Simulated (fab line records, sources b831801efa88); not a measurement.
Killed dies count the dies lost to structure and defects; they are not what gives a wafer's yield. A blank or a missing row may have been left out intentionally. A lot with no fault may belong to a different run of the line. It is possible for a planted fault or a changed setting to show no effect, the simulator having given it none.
Which tool is to blame? || flow sky130 || 10 lots, 30 wafers sampled, at 6 steps of a route of 708

WHAT EACH GAUGE READ, for each wafer
SKY_LOCAL_INTERCONNECT_OVL_MEAS_12. Usual: LOCAL_INTERCONNECT_OVL 1 nm, standard deviation 5.3.
{"lot": "L656", "measured": "day 31 10:46", "on": "overlay-01", "LOCAL_INTERCONNECT_OVL (nm)": "6 6 10", "flag": ""}
{"lot": "L657", "measured": "day 31 23:59", "on": "overlay-02", "LOCAL_INTERCONNECT_OVL (nm)": "-7 -6 -1", "flag": ""}
{"lot": "L661", "measured": "day 33 01:02", "on": "overlay-02", "LOCAL_INTERCONNECT_OVL (nm)": "3 1 -1", "flag": ""}
{"lot": "L662", "measured": "day 33 12:11", "on": "overlay-02", "LOCAL_INTERCONNECT_OVL (nm)": "3 -4 -4", "flag": ""}
{"lot": "L663", "measured": "day 33 19:25", "on": "overlay-02", "LOCAL_INTERCONNECT_OVL (nm)": "4 -1 -4", "flag": ""}
{"lot": "L664", "measured": "day 34 11:50", "on": "overlay-01", "LOCAL_INTERCONNECT_OVL (nm)": "-1 9 -2", "flag": ""}
{"lot": "L665", "measured": "day 34 12:11", "on": "overlay-01", "LOCAL_INTERCONNECT_OVL (nm)": "2 -4 4", "flag": ""}
{"lot": "L667", "measured": "day 35 04:08", "on": "overlay-01", "LOCAL_INTERCONNECT_OVL (nm)": "7 5 0", "flag": ""}
{"lot": "L668", "measured": "day 35 08:57", "on": "overlay-02", "LOCAL_INTERCONNECT_OVL (nm)": "6 1 9", "flag": ""}
{"lot": "L669", "measured": "day 35 16:46", "on": "overlay-02", "LOCAL_INTERCONNECT_OVL (nm)": "-3 -6 -2", "flag": ""}

SKY_VIA1_RS_MEAS_22: measurement is done with a four-point probe. Usual: VIA1_W_RS 0.429 ohm/sq, standard deviation 0.0042.
{"lot": "L656", "measured": "day 35 01:46", "on": "film metro-02", "VIA1_W_RS (ohm/sq)": "0.431 0.431 0.431", "flag": ""}
{"lot": "L657", "measured": "day 35 13:46", "on": "film metro-01", "VIA1_W_RS (ohm/sq)": "0.433 0.436 0.431", "flag": ""}
{"lot": "L661", "measured": "day 36 13:59", "on": "film metro-02", "VIA1_W_RS (ohm/sq)": "0.425 0.428 0.435", "flag": ""}
{"lot": "L662", "measured": "day 37 00:55", "on": "film metro-01", "VIA1_W_RS (ohm/sq)": "0.427 0.430 0.430", "flag": ""}
{"lot": "L663", "measured": "day 37 07:49", "on": "film metro-01", "VIA1_W_RS (ohm/sq)": "0.435 0.431 0.428", "flag": ""}
{"lot": "L664", "measured": "day 38 00:11", "on": "film metro-03", "VIA1_W_RS (ohm/sq)": "0.433 0.429 0.434", "flag": ""}
{"lot": "L665", "measured": "day 38 00:32", "on": "film metro-03", "VIA1_W_RS (ohm/sq)": "0.428 0.430 0.432", "flag": ""}
{"lot": "L667", "measured": "day 38 16:34", "on": "film metro-02", "VIA1_W_RS (ohm/sq)": "0.619 0.431 0.622", "flag": "OFF"}
{"lot": "L668", "measured": "day 38 20:26", "on": "film metro-01", "VIA1_W_RS (ohm/sq)": "0.429 0.430 0.618", "flag": "OFF"}
{"lot": "L669", "measured": "day 39 04:16", "on": "film metro-02", "VIA1_W_RS (ohm/sq)": "0.432 0.434 0.625", "flag": "OFF"}

SKY_VIA1_THK_MEAS_23: measures by xrf. Usual: VIA1_W_THK 260 nm, standard deviation 4.1.
{"lot": "L656", "measured": "day 35 01:53", "on": "film metro-02", "VIA1_W_THK (nm)": "254 255 254", "flag": ""}
{"lot": "L657", "measured": "day 35 13:53", "on": "film metro-01", "VIA1_W_THK (nm)": "262 261 263", "flag": ""}
{"lot": "L661", "measured": "day 36 14:07", "on": "film metro-02", "VIA1_W_THK (nm)": "257 255 251", "flag": ""}
{"lot": "L662", "measured": "day 37 01:02", "on": "film metro-01", "VIA1_W_THK (nm)": "263 262 262", "flag": ""}
{"lot": "L663", "measured": "day 37 07:56", "on": "film metro-01", "VIA1_W_THK (nm)": "259 261 263", "flag": ""}
{"lot": "L664", "measured": "day 38 00:17", "on": "film metro-03", "VIA1_W_THK (nm)": "257 260 257", "flag": ""}
{"lot": "L665", "measured": "day 38 00:38", "on": "film metro-03", "VIA1_W_THK (nm)": "260 258 257", "flag": ""}
{"lot": "L667", "measured": "day 38 16:40", "on": "film metro-02", "VIA1_W_THK (nm)": "179 254 180", "flag": "OFF"}
{"lot": "L668", "measured": "day 38 20:33", "on": "film metro-01", "VIA1_W_THK (nm)": "264 264 186", "flag": "OFF"}
{"lot": "L669", "measured": "day 39 04:23", "on": "film metro-02", "VIA1_W_THK (nm)": "255 257 180", "flag": "OFF"}

EACH LOT AND THE TOOL THAT RAN IT (in order: tool; ch and the chambers of the sampled wafers; start)
{"lot": "L656", "SKY_LI_CONTACT_STRIP_16": "plasma asher-02 ch 0,1, day 30 05:33", "SKY_CONTACT_CMP_27": "cmp-01 ch 1,2,3, day 32 16:53", "SKY_VIA1_CVD_21": "cvd w-01 ch 0,1, day 35 01:40"}
{"lot": "L657", "SKY_LI_CONTACT_STRIP_16": "plasma asher-03 ch 0,1, day 30 19:21", "SKY_CONTACT_CMP_27": "cmp-02 ch 1,2,3, day 33 05:33", "SKY_VIA1_CVD_21": "cvd w-01 ch 0,1, day 35 13:40"}
{"lot": "L661", "SKY_LI_CONTACT_STRIP_16": "plasma asher-04 ch 0,1, day 31 20:18", "SKY_CONTACT_CMP_27": "cmp-02 ch 1,2,3, day 34 06:08", "SKY_VIA1_CVD_21": "cvd w-02 ch 0,1, day 36 13:54"}
{"lot": "L662", "SKY_LI_CONTACT_STRIP_16": "plasma asher-03 ch 0,1, day 32 07:51", "SKY_CONTACT_CMP_27": "cmp-01 ch 1,2,3, day 34 18:05", "SKY_VIA1_CVD_21": "cvd w-02 ch 0,1, day 37 00:50"}
{"lot": "L663", "SKY_LI_CONTACT_STRIP_16": "plasma asher-02 ch 0,1, day 32 15:03", "SKY_CONTACT_CMP_27": "cmp-02 ch 0,2,3, day 35 00:52", "SKY_VIA1_CVD_21": "cvd w-02 ch 0,1, day 37 07:43"}
{"lot": "L664", "SKY_LI_CONTACT_STRIP_16": "plasma asher-04 ch 0,1, day 33 08:15", "SKY_CONTACT_CMP_27": "cmp-01 ch 0,2,3, day 35 16:54", "SKY_VIA1_CVD_21": "cvd w-02 ch 0,1, day 38 00:04"}
{"lot": "L665", "SKY_LI_CONTACT_STRIP_16": "plasma asher-02 ch 1, day 33 08:17", "SKY_CONTACT_CMP_27": "cmp-02 ch 1,2, day 35 17:24", "SKY_VIA1_CVD_21": "cvd w-01 ch 0,1, day 38 00:25"}
{"lot": "L667", "SKY_LI_CONTACT_STRIP_16": "plasma asher-03 ch 0,1, day 34 00:05", "SKY_CONTACT_CMP_27": "cmp-02 ch 0,1, day 36 09:53", "SKY_VIA1_CVD_21": "cvd w-01 ch 0,1, day 38 16:27"}
{"lot": "L668", "SKY_LI_CONTACT_STRIP_16": "plasma asher-04 ch 1, day 34 04:39", "SKY_CONTACT_CMP_27": "cmp-01 ch 0,2,3, day 36 13:37", "SKY_VIA1_CVD_21": "cvd w-01 ch 1, day 38 20:20"}
{"lot": "L669", "SKY_LI_CONTACT_STRIP_16": "plasma asher-04 ch 0,1, day 34 12:42", "SKY_CONTACT_CMP_27": "cmp-01 ch 1,2,3, day 36 20:53", "SKY_VIA1_CVD_21": "cvd w-01 ch 0,1, day 39 04:10"}
- SKY_LI_CONTACT_STRIP_16: strips in O2/N2.
- SKY_CONTACT_CMP_27: polishes, stops on SiO2, t overpolish 15 s, target thk 0 nm.
- SKY_VIA1_CVD_21: deposits W, target thk 270 nm, time 80.902 s.

WHAT THE TOOLS THEMSELVES READ (means of the sampled wafers that have a number; where no wafer has one, the mark that the record gives instead)
SKY_LI_CONTACT_STRIP_16. Usual: drypump motor current A 5.5 A, standard deviation 0.3; oes product au 0.376 a.u., standard deviation 0.0045; strip time to endpoint s 3.497 s, standard deviation 0.025.
{"lot": "L656", "tool": "plasma asher-02", "drypump motor current A (A)": 5.6, "oes product au (a.u.)": 0.373, "strip time to endpoint s (s)": 3.496, "flag": ""}
{"lot": "L657", "tool": "plasma asher-03", "drypump motor current A (A)": 6.0, "oes product au (a.u.)": 0.379, "strip time to endpoint s (s)": 3.514, "flag": ""}
{"lot": "L661", "tool": "plasma asher-04", "drypump motor current A (A)": 5.1, "oes product au (a.u.)": 0.380, "strip time to endpoint s (s)": 3.517, "flag": ""}
{"lot": "L662", "tool": "plasma asher-03", "drypump motor current A (A)": 6.0, "oes product au (a.u.)": 0.378, "strip time to endpoint s (s)": 3.523, "flag": ""}
{"lot": "L663", "tool": "plasma asher-02", "drypump motor current A (A)": 5.6, "oes product au (a.u.)": 0.373, "strip time to endpoint s (s)": 3.489, "flag": ""}
{"lot": "L664", "tool": "plasma asher-04", "drypump motor current A (A)": 5.2, "oes product au (a.u.)": 0.375, "strip time to endpoint s (s)": 3.514, "flag": ""}
{"lot": "L665", "tool": "plasma asher-02", "drypump motor current A (A)": 5.8, "oes product au (a.u.)": 0.373, "strip time to endpoint s (s)": 3.491, "flag": ""}
{"lot": "L667", "tool": "plasma asher-03", "drypump motor current A (A)": 5.9, "oes product au (a.u.)": 0.377, "strip time to endpoint s (s)": 3.525, "flag": ""}
{"lot": "L668", "tool": "plasma asher-04", "drypump motor current A (A)": 5.3, "oes product au (a.u.)": 0.374, "strip time to endpoint s (s)": 3.467, "flag": ""}
{"lot": "L669", "tool": "plasma asher-04", "drypump motor current A (A)": 5.2, "oes product au (a.u.)": 0.380, "strip time to endpoint s (s)": 3.490, "flag": ""}

SKY_CONTACT_CMP_27. Usual: motor current A 11.4 A, standard deviation 1.2; overpolish run s 15.001 s, standard deviation 0.01; time to endpoint s 80.7 s, standard deviation 2.6.
{"lot": "L656", "tool": "cmp-01", "motor current A (A)": 10.8, "overpolish run s (s)": 15.007, "time to endpoint s (s)": 80.8, "flag": ""}
{"lot": "L657", "tool": "cmp-02", "motor current A (A)": 12.4, "overpolish run s (s)": 14.999, "time to endpoint s (s)": 81.0, "flag": ""}
{"lot": "L661", "tool": "cmp-02", "motor current A (A)": 12.1, "overpolish run s (s)": 15.000, "time to endpoint s (s)": 83.6, "flag": ""}
{"lot": "L662", "tool": "cmp-01", "motor current A (A)": 10.9, "overpolish run s (s)": 15.008, "time to endpoint s (s)": 81.4, "flag": ""}
{"lot": "L663", "tool": "cmp-02", "motor current A (A)": 11.5, "overpolish run s (s)": 15.006, "time to endpoint s (s)": 79.8, "flag": ""}
{"lot": "L664", "tool": "cmp-01", "motor current A (A)": 10.6, "overpolish run s (s)": 14.996, "time to endpoint s (s)": 78.2, "flag": ""}
{"lot": "L665", "tool": "cmp-02", "motor current A (A)": 11.6, "overpolish run s (s)": 14.996, "time to endpoint s (s)": 81.4, "flag": ""}
{"lot": "L667", "tool": "cmp-02", "motor current A (A)": 12.9, "overpolish run s (s)": 15.007, "time to endpoint s (s)": 83.4, "flag": ""}
{"lot": "L668", "tool": "cmp-01", "motor current A (A)": 10.7, "overpolish run s (s)": 14.998, "time to endpoint s (s)": 77.8, "flag": ""}
{"lot": "L669", "tool": "cmp-01", "motor current A (A)": 10.7, "overpolish run s (s)": 14.992, "time to endpoint s (s)": 80.8, "flag": ""}

SKY_VIA1_CVD_21. Usual: heater power w 891 W, standard deviation 83; susceptor temp C 400.02 C, standard deviation 0.21.
{"lot": "L656", "tool": "cvd w-01", "heater power w (W)": 945, "susceptor temp C (C)": 400.15, "flag": ""}
{"lot": "L657", "tool": "cvd w-01", "heater power w (W)": 960, "susceptor temp C (C)": 399.96, "flag": ""}
{"lot": "L661", "tool": "cvd w-02", "heater power w (W)": 852, "susceptor temp C (C)": 399.91, "flag": ""}
{"lot": "L662", "tool": "cvd w-02", "heater power w (W)": 857, "susceptor temp C (C)": 400.03, "flag": ""}
{"lot": "L663", "tool": "cvd w-02", "heater power w (W)": 843, "susceptor temp C (C)": 399.93, "flag": ""}
{"lot": "L664", "tool": "cvd w-02", "heater power w (W)": 854, "susceptor temp C (C)": 399.98, "flag": ""}
{"lot": "L665", "tool": "cvd w-01", "heater power w (W)": 948, "susceptor temp C (C)": 400.22, "flag": ""}
{"lot": "L667", "tool": "cvd w-01", "heater power w (W)": 901, "susceptor temp C (C)": 400.10, "flag": ""}
{"lot": "L668", "tool": "cvd w-01", "heater power w (W)": 1010, "susceptor temp C (C)": 400.15, "flag": ""}
{"lot": "L669", "tool": "cvd w-01", "heater power w (W)": 944, "susceptor temp C (C)": 400.02, "flag": ""}

THE ANSWER, worked out from the rows above alone
Rule: a lot counts as off when the mean over its wafers that have a number is more than 3 standard deviations away from the usual mean. A lot without any number at a reading at which 4 lots or more have one is off too. Any other lot the step has rows for is counted as sound. The gauges are gone through in route order, then the tools' own readings, and for those a lot's mean is taken as printed above. At the first step where some lot is off, the reading lying furthest off is the one used; lots without a number count as furthest.
Off: at SKY_VIA1_RS_MEAS_22 (VIA1_W_RS), L667, L668, L669.
A tool fits if, at a process step before that reading, it ran every lot that is off, and no sound lot after the first of them. Those tools and the gauges at SKY_VIA1_RS_MEAS_22 are tried in the same way. One fits: SKY_VIA1_CVD_21 on cvd w-01. A fault onset in the window from L665 (day 38 00:25, its last sound lot) to L667 (day 38 16:27, its first lot off) fits.

WHAT THE SIMULATOR PUT IN
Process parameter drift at SKY_VIA1_CVD_21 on cvd w-01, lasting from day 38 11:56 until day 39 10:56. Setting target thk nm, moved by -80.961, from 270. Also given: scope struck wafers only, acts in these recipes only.
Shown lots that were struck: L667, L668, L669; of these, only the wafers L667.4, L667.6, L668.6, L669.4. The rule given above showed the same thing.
